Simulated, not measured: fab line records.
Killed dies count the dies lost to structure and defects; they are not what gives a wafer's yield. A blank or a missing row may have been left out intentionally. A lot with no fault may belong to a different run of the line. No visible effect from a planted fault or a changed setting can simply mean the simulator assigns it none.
Which tool did it? :: flow gf180mcu :: 33 wafers from 11 lots sampled at 3 of the route's 602 steps

== WHAT THE GAUGES READ, wafer by wafer ==
GF_DNWELL_TW_MEAS_09.
lot: L956
measured: day 3 01:54
on: film_metro-01
DNWELL_TW: 1347 1347 1351

lot: L958
measured: day 3 12:02
on: film_metro-03
DNWELL_TW: 1341 1340 1343

lot: L960
measured: day 3 21:17
on: film_metro-01
DNWELL_TW: 1334 1342 1345

lot: L964
measured: day 4 20:32
on: film_metro-01
DNWELL_TW: 1350 1353 1354

lot: L967
measured: day 5 10:31
on: film_metro-01
DNWELL_TW: 1359 1349 1353

lot: L969
measured: day 5 20:50
on: film_metro-01
DNWELL_TW: 1357 1365 1358

lot: L971
measured: day 6 06:46
on: film_metro-01
DNWELL_TW: 1354 1353 1350

lot: L975
measured: day 7 03:50
on: film_metro-01
DNWELL_TW: 1353 1354 1350

lot: L976
measured: day 7 10:57
on: film_metro-03
DNWELL_TW: 1339 1330 1342

lot: L977
measured: day 7 16:11
on: film_metro-03
DNWELL_TW: 1351 1350 1350

lot: L978
measured: day 7 22:14
on: film_metro-04
DNWELL_TW: 1349 1354 1349

== WHICH TOOL RAN EACH LOT (tool, then ch and the chambers of the sampled wafers, then the start) ==
lot: L956
GF_STI_ETCH_13: rie_diel-03 ch 0,1,2, day 2 06:22
GF_STI_STRIP_15: plasma_asher-02 ch 0, day 2 06:32

lot: L958
GF_STI_ETCH_13: rie_diel-04 ch 0,2,3, day 2 19:07
GF_STI_STRIP_15: plasma_asher-04 ch 0,1, day 2 19:17

lot: L960
GF_STI_ETCH_13: rie_diel-02 ch 1,2, day 3 02:55
GF_STI_STRIP_15: plasma_asher-04 ch 0,1, day 3 03:05

lot: L964
GF_STI_ETCH_13: rie_diel-04 ch 0,2,3, day 3 23:58
GF_STI_STRIP_15: plasma_asher-01 ch 0,1, day 4 00:09

lot: L967
GF_STI_ETCH_13: rie_diel-02 ch 0,1,3, day 4 15:31
GF_STI_STRIP_15: plasma_asher-01 ch 0,1, day 4 15:43

lot: L969
GF_STI_ETCH_13: rie_diel-02 ch 1,2,3, day 5 01:19
GF_STI_STRIP_15: plasma_asher-02 ch 0,1, day 5 01:28

lot: L971
GF_STI_ETCH_13: rie_diel-02 ch 0,2,3, day 5 11:22
GF_STI_STRIP_15: plasma_asher-04 ch 0,1, day 5 11:33

lot: L975
GF_STI_ETCH_13: rie_diel-02 ch 1,2,3, day 6 08:16
GF_STI_STRIP_15: plasma_asher-01 ch 0,1, day 6 08:25

lot: L976
GF_STI_ETCH_13: rie_diel-02 ch 0,1,2, day 6 13:44
GF_STI_STRIP_15: plasma_asher-01 ch 0,1, day 6 13:53

lot: L977
GF_STI_ETCH_13: rie_diel-04 ch 0,1,2, day 6 18:49
GF_STI_STRIP_15: plasma_asher-02 ch 1, day 6 18:59

lot: L978
GF_STI_ETCH_13: rie_diel-04 ch 0,1,3, day 7 00:28
GF_STI_STRIP_15: plasma_asher-01 ch 0,1, day 7 00:37
- GF_STI_ETCH_13: etches the open film in CHF3/O2, stops on Si, target depth 282.31 nm, time 112.9 s.
- GF_STI_STRIP_15: strips in O2/N2.

== THE ANSWER, worked out from the rows above alone ==
Rule: usual is defined by the lots themselves. Put in order of their means at a reading, lots are off if they are a third of the lots or fewer, leave a main group of 4 or more, and stand apart from it by a gap of 3 or more times the standard deviation of the main group's means; of several such gaps the widest counts. Not used: any main group whose means are identical at the precision the tables above print for the reading. A lot without any number at a reading at which 4 lots or more have one is off too. All remaining lots with rows at the step are treated as sound.
Nothing can be told from this: no lot is off at any reading shown.

== WHAT HAD BEEN PUT IN BY THE SIMULATOR ==
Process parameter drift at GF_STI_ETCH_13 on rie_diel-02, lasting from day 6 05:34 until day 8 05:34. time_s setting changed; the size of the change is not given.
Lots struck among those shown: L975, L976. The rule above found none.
